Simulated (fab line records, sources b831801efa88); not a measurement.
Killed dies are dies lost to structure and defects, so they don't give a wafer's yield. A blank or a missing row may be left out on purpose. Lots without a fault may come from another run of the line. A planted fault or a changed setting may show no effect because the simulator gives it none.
One fault seen from 2 desks | flow sfq_line | each desk has only its own numbers; what lay behind them comes last

THE TOOL OWNER'S DESK: pvd_sputter-03
The tool's own readings at SFQ_TRILAYER_M0_DEP_SPUTTER_019 (material Nb, target thk 200 nm, time 133.3 s): means of the sampled wafers that have a number, for each lot that ran on this tool. A lot is out of limits, marked OUT, if its mean lies more than 4 standard deviations from the usual mean; the brackets give that distance.
Columns: A = cathode_dc_power_W at SFQ_TRILAYER_M0_DEP_SPUTTER_019, usual 2000.0 W; B = throttle_valve_pct at SFQ_TRILAYER_M0_DEP_SPUTTER_019, usual 29.8 %
lot  | first seen here | A      | B
L423 | day 8 02:21     | 2000.0 | 30.0
L427 | day 9 04:39     | 1999.8 | 29.8
L430 | day 10 08:47    | 2000.0 | 30.0
L431 | day 10 13:35    | 2000.3 | 29.6
L432 | day 10 19:36    | 2000.3 | 29.8
L438 | day 12 06:20    | 2000.1 | 29.5
This desk's finding: nothing out of limits on any of the 6 lots.

THE METROLOGY DESK
What the gauges read, lot by lot, whatever tool the lot ran on: means of the sampled wafers that have a number. A lot is out of limits, marked OUT, if its mean lies more than 4 standard deviations from the usual mean; the brackets give that distance.
Columns: A = M0_NB_RS at SFQ_M0_RS_MEAS_904, usual 0.887 ohm/sq
lot  | first seen here | A
L423 | day 8 02:26     | 0.883
L425 | day 8 19:10     | 0.874
L426 | day 9 01:08     | 0.885
L427 | day 9 04:44     | 0.871
L429 | day 9 23:19     | 0.891
L430 | day 10 08:52    | 0.877
L431 | day 10 13:44    | 0.879
L432 | day 10 19:41    | 0.773 (-13) OUT
L433 | day 10 23:17    | 0.896
L434 | day 11 06:02    | 0.894
L436 | day 11 19:02    | 0.886
L438 | day 12 06:26    | 0.768 (-14) OUT
L443 | day 14 08:30    | 0.892
L444 | day 14 12:29    | 0.897
This desk's finding: out of limits on L432, L438; first on L432, day 10 19:41 (M0_NB_RS at SFQ_M0_RS_MEAS_904). In limits: L423, L425, L426, L427, L429, L430, L431, L433, L434, L436, L443, L444.

PUT TOGETHER
The metrology desk could have raised an alarm at day 10 19:41, on L432, L438.
The tool owner's desk saw nothing out of limits.
The tool owner's desk has L432, L438 on record, within its limits.
Of the lots named, all ran SFQ_TRILAYER_M0_DEP_SPUTTER_019 on pvd_sputter-03.

WHAT THE SIMULATOR HAD PUT IN
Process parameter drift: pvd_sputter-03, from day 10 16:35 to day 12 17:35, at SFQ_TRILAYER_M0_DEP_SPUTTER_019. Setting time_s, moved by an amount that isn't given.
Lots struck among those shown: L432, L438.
Hours from the fault's start to each desk's first reading out of limits: the metrology desk, 3.
